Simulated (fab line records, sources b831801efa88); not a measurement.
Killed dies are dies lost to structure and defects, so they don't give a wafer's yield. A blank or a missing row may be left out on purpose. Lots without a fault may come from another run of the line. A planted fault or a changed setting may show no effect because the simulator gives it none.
A struck lot beside a sound one | flow sfq_line | 15 steps out of a route of 325
Sound: wafers L873.2, L873.5, L873.6. Struck: wafer L879.1. (L879.3, L879.6 of the same lot were not struck and are left out.) The cause comes at the end.
At each step with rows: each side's tool, then ch and its chambers, then its first start. Under that, the readings that differ: sound wafers | struck wafers | difference of the means | sigmas: that difference in standard deviations of wafers without a fault.
alike: readings whose means differ by less than 2 such deviations, and words and numbers that are the same on both sides. not compared: withheld readings, readings that some wafer has no value for, bounds like >300 that may hide the same value, and numbers for which the record gives no deviation and whose values overlap.
The two part at a step that has a row with sigmas, a row that says differs or no value, or rows on one side only. Numbers that don't overlap but have no deviation are shown without sigmas and don't part them. A reading that every wafer of one side lacks parts them only if that side has two wafers or more.

first, 1 step without rows for these wafers: SFQ_TRILAYER_M4_STRIP_SOLV_CLEAN_098 (cleans in NMP, time 600 s).
SFQ_TRILAYER_I4_DEP_PECVD_099: deposits SiO2 from SiH4/N2O, time 111.11 s, target thk 500 nm.
  sound on pecvd-01 ch 0,1,2, day 57 01:01; struck on pecvd-02 ch 1, day 58 23:49
  alike: heater_power_w, throttle_valve_pct
SFQ_TRILAYER_I4_CMP_CMP_100: polishes SiO2.
  sound on cmp-01 ch 0,1, day 57 02:17; struck on cmp-01 ch 2, day 58 23:53
  alike: head_pressure_psi, motor_current_A, time_to_endpoint_s
SFQ_I4_BOW_MEAS_927:
  sound on film_metro-01, day 57 05:19; struck on film_metro-01, day 59 02:53
  alike: I4_BOW
SFQ_TRILAYER_I4_METRO_MEASURE_101:
  sound on film_metro-01, day 57 05:37; struck on film_metro-01, day 59 03:01
  alike: thk_nm
then, 6 steps without rows for these wafers: SFQ_TRILAYER_I4_VIA_LITHO_COAT_108 (resist thk 62 nm); SFQ_TRILAYER_I4_VIA_LITHO_COAT_103 (resist thk 650 nm); SFQ_TRILAYER_I4_VIA_LITHO_SOFTBAKE_107; SFQ_TRILAYER_I4_VIA_LITHO_EXPOSE_104 (exposes mask I4, target cd 700 nm); SFQ_TRILAYER_I4_VIA_LITHO_PEB_106 (peb time 60 s); SFQ_TRILAYER_I4_VIA_LITHO_DEVELOP_105 (time 60 s).
SFQ_I4_OVL_MEAS_928:
  sound on overlay-02, day 57 08:53; struck on overlay-01, day 59 06:37
  alike: I4_OVL
SFQ_TRILAYER_I4_VIA_BARC_OPEN_VIA_ETCH_146: etches BARC in O2, target depth 125 nm, time 41.7 s.
  sound on rie_diel-02 ch 0,1,3, day 57 08:55; struck on rie_diel-04 ch 2, day 59 06:40
  reading                                                 | sound             | struck | difference | sigmas
  oes_product_au (a.u.)                                   | 0.685 0.693 0.687 | 0.633  | -0.055     | -13
  run_length_s (s)                                        | 70.1 69.3 69.7    | 79.0   | +9.3       | +21
  model.KrF_of_TRILAYER_I4_VIA_LITHO_COAT_103.thk_nm (nm) | 573.9 570.7 569.6 | 559.2  | -12.2      |
  alike: drypump_motor_current_A
  not compared: rf_hours_counter_h
SFQ_TRILAYER_I4_VIA_ETCH_VIA_ETCH_106: etches SiO2 in CHF3, stops on Nb, target depth 260 nm.
  sound on rie_diel-02 ch 0,1,3, day 57 08:57; struck on rie_diel-04 ch 2, day 59 06:42
  reading                                                 | sound             | struck | difference | sigmas
  model.KrF_of_TRILAYER_I4_VIA_LITHO_COAT_103.thk_nm (nm) | 530.6 525.9 525.1 | 513.9  | -13.3      |
  alike: drypump_motor_current_A, oes_product_au
SFQ_TRILAYER_I4_VIA_STRIP_STRIP_107: strips in O2.
  sound on rie_metal-01 ch 0,1, day 57 09:04; struck on rie_metal-02 ch 1, day 59 06:49
  reading                     | sound       | struck | difference | sigmas
  drypump_motor_current_A (A) | 5.3 6.0 5.3 | 6.3    | +0.8       | +2
  alike: oes_product_au, platen_temp_c
  not compared: rf_hours_counter_h

WHERE THEY PART
First at SFQ_TRILAYER_I4_VIA_BARC_OPEN_VIA_ETCH_146; last, within this record, at SFQ_TRILAYER_I4_VIA_STRIP_STRIP_107.

WHY: what the simulator had put in
Process parameter drift: rie_diel-04, from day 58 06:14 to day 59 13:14, at SFQ_TRILAYER_I4_VIA_BARC_OPEN_VIA_ETCH_146. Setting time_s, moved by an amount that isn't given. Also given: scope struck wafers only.
